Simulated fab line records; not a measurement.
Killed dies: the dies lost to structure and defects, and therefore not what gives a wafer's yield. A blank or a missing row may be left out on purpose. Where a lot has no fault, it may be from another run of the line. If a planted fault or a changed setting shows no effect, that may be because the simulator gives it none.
Struck lot and sound lot, side by side / flow gf180mcu / 27 out of 602 route steps
Sound: the wafers L699.3, L699.4, L699.5. Wafers L706.1, L706.4, L706.6 were the ones struck. Last of all comes the cause.
At each step with rows: each side's tool, then ch and its chambers, then its first start. Under that, the readings that differ: sound wafers / struck wafers / difference of the means / sigmas: that difference in standard deviations of wafers without a fault.
alike: same words and numbers on both sides, and readings whose means sit less than 2 such deviations apart. not compared: any withheld reading, any reading some wafer has no value for, any bound like >300 that may hide the same value, and any number with overlapping values for which the record gives no deviation.
A row with sigmas, a row that says differs or no value, or rows on one side alone: a step with any of these is where the two part. Non-overlapping numbers with no deviation appear without sigmas and do not part them. Lack of a reading on every wafer of one side parts them only where that side has two or more wafers.

GF_HV_LDD_ETCHBACK_58: etches Si3N4 in CH3F/O2, stops on SiO2, time 100 s, target depth 90 nm.
  sound on rie_diel-04 ch 1,2,3, day 12 20:46; struck on rie_diel-04 ch 0,1, day 14 23:24
  alike: drypump_motor_current_A, oes_product_au, throttle_valve_pct
  not compared: rf_hours_counter_h
then, 7 steps without rows for these wafers: GF_NSD_DEHYDRATE_00 (time 60 s); GF_NSD_HMDS_01 (prime time 60 s); GF_NSD_COAT_02 (resist thk 1000 nm); GF_NSD_SOFTBAKE_03 (time 60 s); GF_NSD_EXPOSE_04 (exposes mask Nplus, target cd 400 nm); GF_NSD_PEB_05; GF_NSD_DEVELOP_06 (develop time 60 s).
GF_NSD_CD_MEAS_07 targets a cd of 400 nm.
  sound on cd_sem-02 at day 13 16:11; struck on cd_sem-01 at day 15 20:51
  alike: cd_nm
GF_NSD_OVL_MEAS_08:
  sound on overlay-02 at day 13 16:17; struck on overlay-02 at day 15 20:58
  alike: NSD_OVL
then, 2 steps without rows for these wafers: GF_NSD_IMPLANT_09; GF_NSD_IMPLANT_10.
GF_NSD_STRIP_11: strips in O2/N2.
  sound on plasma_asher-01 ch 0,1, day 13 16:38; struck on plasma_asher-01 ch 1, day 15 21:18
reading=strip_time_to_endpoint_s (s); sound=22.94 22.98 22.97; struck=- - -; difference=no value on the struck wafers; sigmas=
reading=model.NOVOLAK_of_NSD_COAT_02.thk_nm (nm); sound=0 0 0; struck=404.1 404.5 405.5; difference=+404.7; sigmas=
  alike: drypump_motor_current_A, heater_power_w, oes_product_au
  not compared: rf_hours_counter_h
GF_NSD_TW_MEAS_12:
  sound on film_metro-01 at day 13 16:44; struck on film_metro-02 at day 15 21:24
  alike: NSD_TW
then, 7 steps without rows for these wafers: GF_PSD_DEHYDRATE_00 (time 60 s); GF_PSD_HMDS_01 (prime time 60 s); GF_PSD_COAT_02 (resist thk 1000 nm); GF_PSD_SOFTBAKE_03 (time 60 s); GF_PSD_EXPOSE_04 (exposes mask Pplus, target cd 400 nm); GF_PSD_PEB_05; GF_PSD_DEVELOP_06 (develop time 60 s).
GF_PSD_CD_MEAS_07 targets a cd of 400 nm.
  sound on cd_sem-02 at day 14 13:01; struck on cd_sem-01 at day 16 19:35
  alike: cd_nm
GF_PSD_OVL_MEAS_08:
  sound on overlay-02 at day 14 13:07; struck on overlay-02 at day 16 19:42
  alike: PSD_OVL
following that, these wafers have no rows for 1 step: GF_PSD_IMPLANT_09.
GF_PSD_STRIP_10: strips in O2/N2.
  sound on plasma_asher-04 ch 0,1, day 14 13:19; struck on plasma_asher-03 ch 0, day 16 19:53
reading=oes_product_au (a.u.); sound=0.589 0.586 0.591; struck=0.626 0.625 0.631; difference=+0.039; sigmas=+8
reading=strip_time_to_endpoint_s (s); sound=16.60 16.58 16.56; struck=22.59 22.60 22.61; difference=+6.02; sigmas=+99 or more
  alike: drypump_motor_current_A, heater_power_w
  not compared: rf_hours_counter_h
GF_PSD_TW_MEAS_11:
  sound on film_metro-04 at day 14 13:24; struck on film_metro-04 at day 16 20:13
reading=PSD_TW; sound=3190 3172 3176; struck=30 30 30; difference=-3149; sigmas=-95
  not compared: hold
following that, these wafers have no rows for 1 step: GF_PASSIVATION_PROBE_99.

## WHERE THEY PART
Last at GF_PSD_TW_MEAS_11 as far as this record goes, first at GF_NSD_STRIP_11.

WHY: what the simulator had put in
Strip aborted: plasma_asher-01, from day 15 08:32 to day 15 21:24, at GF_NSD_STRIP_11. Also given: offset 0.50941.
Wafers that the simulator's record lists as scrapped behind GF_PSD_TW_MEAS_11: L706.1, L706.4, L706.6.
